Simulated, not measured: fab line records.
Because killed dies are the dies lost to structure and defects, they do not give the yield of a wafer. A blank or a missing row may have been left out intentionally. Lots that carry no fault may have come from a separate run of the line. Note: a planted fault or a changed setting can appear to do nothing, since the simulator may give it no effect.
The tool behind it: which one? ; flow sky130 ; 12 lots with 36 wafers sampled at 3 steps, on a route of 708 steps

WHAT EACH GAUGE READ, for each wafer
SKY_CONTACT_CD_MEAS_14: the cd target is 170 nm.
lot;measured;on;cdNm (nm)
L075;day 31 20:46;cdSem-01;171.9 172.1 173.2
L077;day 32 11:02;cdSem-02;167.9 170.6 170.1
L079;day 32 21:02;cdSem-02;172.0 173.5 173.4
L081;day 33 23:37;cdSem-01;170.3 171.2 169.9
L083;day 34 19:57;cdSem-02;173.2 173.8 172.6
L086;day 35 09:41;cdSem-02;171.2 171.5 171.6
L087;day 35 19:07;cdSem-02;170.3 170.2 169.3
L089;day 36 15:59;cdSem-02;173.1 171.9 171.7
L091;day 37 06:28;cdSem-01;171.2 171.2 171.7
L093;day 37 13:34;cdSem-02;171.0 171.6 170.0
L095;day 38 04:29;cdSem-01;169.8 169.3 170.6
L097;day 38 14:08;cdSem-01;171.0 171.7 170.4

TOOL THAT RAN EACH LOT (tool first, then ch and the chambers of the sampled wafers, then the start)
lot;SKY_SD_P_STRIP_10;SKY_LOCAL_INTERCONNECT_METAL_ETCH_14
L075;plasmaAsher-04 ch 0,1, day 25 19:36;rieMetal-03 ch 1, day 30 17:31
L077;plasmaAsher-04 ch 0,1, day 26 10:12;rieMetal-02 ch 0,1, day 31 06:53
L079;plasmaAsher-03 ch 0,1, day 26 22:13;rieMetal-03 ch 0,1, day 31 16:41
L081;plasmaAsher-03 ch 0,1, day 28 01:54;rieMetal-03 ch 0,1, day 32 19:05
L083;plasmaAsher-03 ch 0,1, day 29 00:10;rieMetal-04 ch 0,1, day 33 16:07
L086;plasmaAsher-02 ch 0,1, day 29 16:02;rieMetal-04 ch 0,1, day 34 06:20
L087;plasmaAsher-02 ch 0,1, day 30 01:06;rieMetal-04 ch 0,1, day 34 15:55
L089;plasmaAsher-03 ch 1, day 30 23:33;rieMetal-04 ch 0,1, day 35 12:08
L091;plasmaAsher-02 ch 0,1, day 31 14:28;rieMetal-04 ch 0,1, day 36 03:19
L093;plasmaAsher-03 ch 0,1, day 31 20:08;rieMetal-04 ch 0,1, day 36 10:28
L095;plasmaAsher-03 ch 1, day 32 11:53;rieMetal-03 ch 0, day 37 01:25
L097;plasmaAsher-02 ch 0,1, day 32 23:17;rieMetal-02 ch 0,1, day 37 11:58
- SKY_SD_P_STRIP_10: strips in O2/N2.
- SKY_LOCAL_INTERCONNECT_METAL_ETCH_14: etches TiN in Cl2/BCl3, stops on PSG, target depth 110 nm, time 31.4 s.

THE ANSWER, worked out from the rows above alone
Rule: what is usual is taken from the lots themselves. Put in order of their means at a reading, lots are off if they are a third of the lots or fewer, leave a main group of 4 or more, and stand apart from it by a gap of 3 or more times the standard deviation of the main group's means; of several such gaps the widest counts. A main group whose means are all the same, to the digits that the tables above print for the reading, isn't used. Also off: a lot with no number at a reading for which 4 or more lots have one. Where the step has rows for the other lots, those lots are counted as sound.
Nothing can be told from this: no lot is off at any reading shown.

WHAT THE SIMULATOR PUT IN
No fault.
